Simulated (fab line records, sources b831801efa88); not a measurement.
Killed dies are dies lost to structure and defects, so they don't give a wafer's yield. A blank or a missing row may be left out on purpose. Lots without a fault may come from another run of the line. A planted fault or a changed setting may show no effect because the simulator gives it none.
Chamber matching | flow gf180mcu | GF_V2_CMP_04 on cmp-01: 4 sister chambers
The step polishes SiO2. 4 wafers are shown with their chamber, then 11 later ones without.

WAFERS WITH THEIR CHAMBER
wafer  | chamber | motor_current_A (A)
L088.4 | 3       | 14.0
L088.5 | 0       | 10.4
L088.6 | 1       | 10.7
L089.2 | 2       | 12.0

WAFERS WITHOUT THEIR CHAMBER
wafer  | motor_current_A (A)
L089.4 | 10.5
L089.5 | 9.9
L092.1 | 9.7
L092.2 | 14.2
L092.3 | 10.1
L094.2 | 10.0
L094.3 | 9.7
L094.4 | 13.9
L096.1 | 9.8
L096.2 | 10.4
L096.4 | 12.4

WHICH CHAMBER EACH WENT THROUGH
wafer  | from the rows above     | in truth
L089.4 | can't be placed: 0 or 1 | 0
L089.5 | can't be placed: 0 or 1 | 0
L092.1 | can't be placed: 0 or 1 | 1
L092.2 | 3                       | 3
L092.3 | can't be placed: 0 or 1 | 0
L094.2 | can't be placed: 0 or 1 | 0
L094.3 | can't be placed: 0 or 1 | 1
L094.4 | 3                       | 3
L096.1 | can't be placed: 0 or 1 | 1
L096.2 | can't be placed: 0 or 1 | 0
L096.4 | 2                       | 2
Placed correctly: 3 of 11. Can't be placed from these rows: 8 (the true chamber is among the candidates in 8). Placed wrongly: 0.
How it was worked out, from the rows above alone: a wafer's distance from a chamber is the root of the sum, over the readings, of the square of ((its reading less the chamber's mean) divided by the reading's scatter). The wafer belongs to the nearest chamber; if the next one is less than 2 further off, it can't be placed. A chamber's mean is the mean of its shown wafers. The scatter: with one shown wafer a chamber, the root of the mean of the squares of how far each hidden wafer lies from its nearest shown one.
